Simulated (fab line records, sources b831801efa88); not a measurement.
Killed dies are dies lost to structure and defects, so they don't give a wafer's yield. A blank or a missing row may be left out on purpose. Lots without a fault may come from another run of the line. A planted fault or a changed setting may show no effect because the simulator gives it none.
Problem report in the 8D (eight disciplines) form, filled by code | flow gf180mcu | the parts of the form that need people (team, actions taken, sign-off) are left out

1. THE PROBLEM
beam_energy_keV at GF_LVPWELL_IMPLANT_09 reads a mean of 55.036 on 9 wafers of 3 lots; wafers without a fault read 60.001 with a standard deviation of 0.02. That is -99 or more standard deviations from the usual mean.
First seen on wafer L792.1, day 5 01:26, on implanter-04. The record holds 39 wafers of 13 lots with a number at this step. Rule for "out", or "out of limits": more than 4 standard deviations from the usual mean. The other wafers with a number count as sound.

2. WHAT IT IS AND WHAT IT IS NOT
question                    | is                     | is not
which readings at this step | beam_energy_keV        | -
which lots                  | L792, L794, L795       | L787, L788, L789, L790, L805, L806, L807, L808, L809, L810
which wafers of those lots  | all that have a number | -
read on which tools         | implanter-04           | implanter-01, implanter-02
when                        | from day 5 01:26       | up to then (12 sound wafers); but 18 sound wafers of L805, L806, L807, L808, L809, L810 came after

3. SUSPECTS, AND WHAT RULES EACH OUT
Counting: a tool at a process step up to the reading stays a suspect if it ran every lot that is out and no sound lot after the first of them.
- plasma_asher-01 at GF_DNWELL_STRIP_08 (strips in O2/N2): kept. It ran every lot that is out, first L792 (day 3 21:13), and no sound lot after that; its last sound lot up to then is L789 (day 3 05:23).
- implanter-04 at GF_LVPWELL_IMPLANT_09: ruled out as a lasting fault. Sound lots L805, L807, L809 ran on it after its first lot that is out, L792 (day 5 01:26).
Left after counting: plasma_asher-01 at GF_DNWELL_STRIP_08.

4. THE CAUSE (what the simulator had put in)
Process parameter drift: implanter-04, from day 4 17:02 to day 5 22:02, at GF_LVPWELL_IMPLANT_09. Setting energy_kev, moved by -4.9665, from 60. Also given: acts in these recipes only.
Counting ruled it out, wrongly.

5. THE CHAIN OF EFFECTS, in route order
Each row: a reading whose mean over the struck wafers that have a number lies more than 3 standard deviations from the usual. Only readings for which the record gives a usual standard deviation are gone through. hours: the time from each lot's start at the first step in this table that gives one to its start at this step, as a median over the lots. sigmas: the change in usual standard deviations.
hours | step                  | reading         | usual  | on struck wafers | change | sigmas
0     | GF_LVPWELL_IMPLANT_09 | beam_energy_keV | 60.001 | 55.036           | -4.965 | -99 or more
The process steps in it:
- GF_LVPWELL_IMPLANT_09

6. WHAT WOULD HAVE CAUGHT IT SOONER
In this record the first reading out of limits was taken at day 5 01:26, 8 hours after the fault began at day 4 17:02.
